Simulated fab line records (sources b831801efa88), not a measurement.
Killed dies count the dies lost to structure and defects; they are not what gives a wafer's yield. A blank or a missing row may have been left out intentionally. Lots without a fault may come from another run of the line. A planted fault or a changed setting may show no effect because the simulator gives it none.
Which tool did it? / flow gf180mcu / 6 lots with 18 wafers sampled at 4 steps, on a route of 602 steps

## WHAT THE GAUGES SHOWED, per wafer
GF_V2_THK_MEAS_25: measures by xrf.
lot=L712; measured=day 20 22:37; on=film-metro-02; V2_W_THK (nm)=353 351 349
lot=L715; measured=day 21 23:18; on=film-metro-01; V2_W_THK (nm)=349 344 347
lot=L717; measured=day 22 17:38; on=film-metro-02; V2_W_THK (nm)=360 363 352
lot=L719; measured=day 23 14:38; on=film-metro-01; V2_W_THK (nm)=356 345 351
lot=L730; measured=day 27 08:25; on=film-metro-01; V2_W_THK (nm)=354 355 354
lot=L731; measured=day 27 12:24; on=film-metro-04; V2_W_THK (nm)=347 347 342

## EACH LOT AND THE TOOL THAT RAN IT (in order: tool; ch and the chambers of the sampled wafers; start)
lot=L712; GF_M1_SPUTTER_01=pvd-sputter-04, day 16 16:29; GF_V1_ETCH_17=rie-diel-04 ch 2,3, day 20 22:22 or earlier; GF_V2_CVD_23=cvd-w-02 ch 0, day 20 22:22
lot=L715; GF_M1_SPUTTER_01=pvd-sputter-02, day 17 17:40; GF_V1_ETCH_17=rie-diel-01 ch 0,1,2, day 21 23:04 or earlier; GF_V2_CVD_23=cvd-w-01 ch 0,1, day 21 23:04
lot=L717; GF_M1_SPUTTER_01=pvd-sputter-03, day 18 11:52; GF_V1_ETCH_17=rie-diel-03 ch 0,1,2, day 22 17:25 or earlier; GF_V2_CVD_23=cvd-w-02 ch 0,1, day 22 17:25
lot=L719; GF_M1_SPUTTER_01=pvd-sputter-03, day 19 10:10; GF_V1_ETCH_17=rie-diel-04 ch 1,2,3, day 23 14:24 or earlier; GF_V2_CVD_23=cvd-w-02 ch 0,1, day 23 14:24
lot=L730; GF_M1_SPUTTER_01=pvd-sputter-04, day 23 11:00; GF_V1_ETCH_17=rie-diel-03 ch 0,2, day 27 08:10 or earlier; GF_V2_CVD_23=cvd-w-02 ch 0,1, day 27 08:10
lot=L731; GF_M1_SPUTTER_01=pvd-sputter-04, day 23 16:52; GF_V1_ETCH_17=rie-diel-01 ch 0,3, day 27 12:10 or earlier; GF_V2_CVD_23=cvd-w-01 ch 0, day 27 12:10
- GF_M1_SPUTTER_01: material TiN, target thk 30 nm, time 25 s.
- GF_V1_ETCH_17: etches SiO2 in C4F8/O2/Ar, stops on TiN, target depth 630 nm.
- GF_V2_CVD_23: deposits W, target thk 350 nm, time 104.94 s.

## THE ANSWER, worked out from the rows above alone
Rule: usual is defined by the lots themselves. The widest of any qualifying gaps counts: lots, ordered by their means at a reading, are off when they make up no more than a third of the lots, leave a main group of 4 or more, and stand apart from it by 3 or more times the standard deviation of that group's means. A main group is skipped when, at the precision printed for the reading in the tables above, its means are all equal. Also off: a lot with no number at a reading for which 4 or more lots have one. Where the step has rows for the other lots, those lots are counted as sound.
No lot is off at any reading shown: from this, nothing can be told.

## WHAT THE SIMULATOR PUT IN
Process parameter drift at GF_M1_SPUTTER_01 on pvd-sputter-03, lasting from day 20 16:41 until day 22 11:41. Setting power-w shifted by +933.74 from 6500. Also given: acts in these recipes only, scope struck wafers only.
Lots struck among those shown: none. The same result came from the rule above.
